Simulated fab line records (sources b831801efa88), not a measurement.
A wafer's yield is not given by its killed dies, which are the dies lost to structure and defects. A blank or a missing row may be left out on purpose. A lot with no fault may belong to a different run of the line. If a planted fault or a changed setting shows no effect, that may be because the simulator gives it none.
What tool caused it? / flow sky130 / route of 708 steps, sampled at 1 step: 7 lots, 21 wafers

WHAT THE GAUGES SHOWED, per wafer
SKY_DNWELL_TW_MEAS_09.
lot=L367; measured=day 3 10:17; on=film-metro-02; DNWELL_TW=1109 1108 1110
lot=L373; measured=day 5 04:58; on=film-metro-03; DNWELL_TW=1113 1114 1118
lot=L376; measured=day 5 12:01; on=film-metro-02; DNWELL_TW=1113 1113 1113
lot=L378; measured=day 5 22:34; on=film-metro-01; DNWELL_TW=1116 1124 1122
lot=L381; measured=day 7 02:46; on=film-metro-01; DNWELL_TW=1122 1121 1122
lot=L382; measured=day 7 12:43; on=film-metro-01; DNWELL_TW=1119 1116 1112
lot=L386; measured=day 8 05:43; on=film-metro-02; DNWELL_TW=1107 1110 1108

WHAT TOOL EACH LOT RAN ON (gives the tool, then ch and the chambers of the sampled wafers, and finally the start)
Record: no process step prior to these readings.

THE ANSWER, worked out from the rows above alone
Rule: what is usual is taken from the lots themselves. The widest of any qualifying gaps counts: lots, ordered by their means at a reading, are off when they make up no more than a third of the lots, leave a main group of 4 or more, and stand apart from it by 3 or more times the standard deviation of that group's means. A main group whose means are all the same, to the digits that the tables above print for the reading, isn't used. Also off: a lot with no number at a reading for which 4 or more lots have one. The other lots that the step has rows for count as sound.
No lot is off at any reading shown: from this, nothing can be told.

WHAT THE SIMULATOR PUT IN
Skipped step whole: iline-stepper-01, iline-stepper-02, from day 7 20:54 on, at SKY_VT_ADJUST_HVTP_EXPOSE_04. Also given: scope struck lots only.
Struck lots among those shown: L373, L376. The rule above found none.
